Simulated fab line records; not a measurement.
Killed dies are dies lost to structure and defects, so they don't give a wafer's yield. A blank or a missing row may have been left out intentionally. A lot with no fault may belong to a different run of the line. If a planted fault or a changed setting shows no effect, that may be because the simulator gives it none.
Problem report, 8D (eight disciplines) form, completed by code | flow sfq-line | the parts of the form that need people (team, actions taken, sign-off) are left out

1. PROBLEM STATEMENT
run-length-s at SFQ_TRILAYER_I3_DEP_PECVD_081 reads a mean of 113.0 s on 6 wafers of 2 lots; wafers without a fault read 139.0 s with a standard deviation of 0.68. That is -38 standard deviations from the usual mean.
The step: deposits SiO2 from SiH4/N2O, time 111.11 s, target thk 500 nm.
The first sign was on wafer L896.2 at day 39 04:00, on pecvd-04. The record holds 42 wafers of 14 lots with a number at this step. Rule for "out" (also "out of limits"): further than 4 standard deviations from the usual mean. All remaining wafers that have a number are taken as sound.

2. WHAT IT IS, AND WHAT IT ISN'T
question                    | is                     | is not
which readings at this step | run-length-s           | heater-power-w, throttle-valve-pct
which lots                  | L896, L897             | L888, L889, L892, L893, L894, L898, L906, L907, L908, L909, L910, L911
which wafers of those lots  | all that have a number | -
read on which tools         | pecvd-04               | pecvd-01, pecvd-02
when                        | from day 39 04:00      | up to then (15 sound wafers); but 21 sound wafers of L898, L906, L907, L908, L909, L910, L911 came after

3. SUSPECTS, AND WHAT RULES EACH OUT
Counting: a tool at any process step up to the reading remains a suspect when it ran all the lots that are out and ran no sound lot after the first of those.
- pecvd-04 at SFQ_TRILAYER_I3_DEP_PECVD_081 (deposits SiO2 from SiH4/N2O, time 111.11 s, target thk 500 nm): ruled out as a lasting fault. The sound lots L906, L907, L908, L911 went through it after L896, its earliest lot that is out (day 39 04:00).
Left after counting: nothing in the record.

4. THE CAUSE (what the simulator had put in)
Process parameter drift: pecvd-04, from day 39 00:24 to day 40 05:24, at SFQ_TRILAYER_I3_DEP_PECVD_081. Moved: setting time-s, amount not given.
Counting ruled it out, wrongly.

5. THE EFFECT CHAIN, in route order
Each row: a reading where the mean over the struck wafers with a number is more than 3 standard deviations away from the usual. Only readings for which the record gives a usual standard deviation are gone through. hours: the time from each lot's start at the first step in this table that gives one to its start at this step, as a median over the lots. sigmas: the change in usual standard deviations.
hours | step                          | reading            | usual   | on struck wafers | change | sigmas
0     | SFQ_TRILAYER_I3_DEP_PECVD_081 | run-length-s       | 139.0 s | 113.0            | -26.0  | -38
2     | SFQ_TRILAYER_I3_CMP_CMP_082   | time-to-endpoint-s | 215 s   | 132              | -83    | -11
Its process steps:
- SFQ_TRILAYER_I3_DEP_PECVD_081: deposits SiO2 from SiH4/N2O, time 111.11 s, target thk 500 nm.
- SFQ_TRILAYER_I3_CMP_CMP_082: polishes SiO2.

6. WHAT WOULD HAVE CAUGHT IT SOONER
First out-of-limits reading in this record: day 39 04:00, which is 4 hours after fault onset at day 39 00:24.
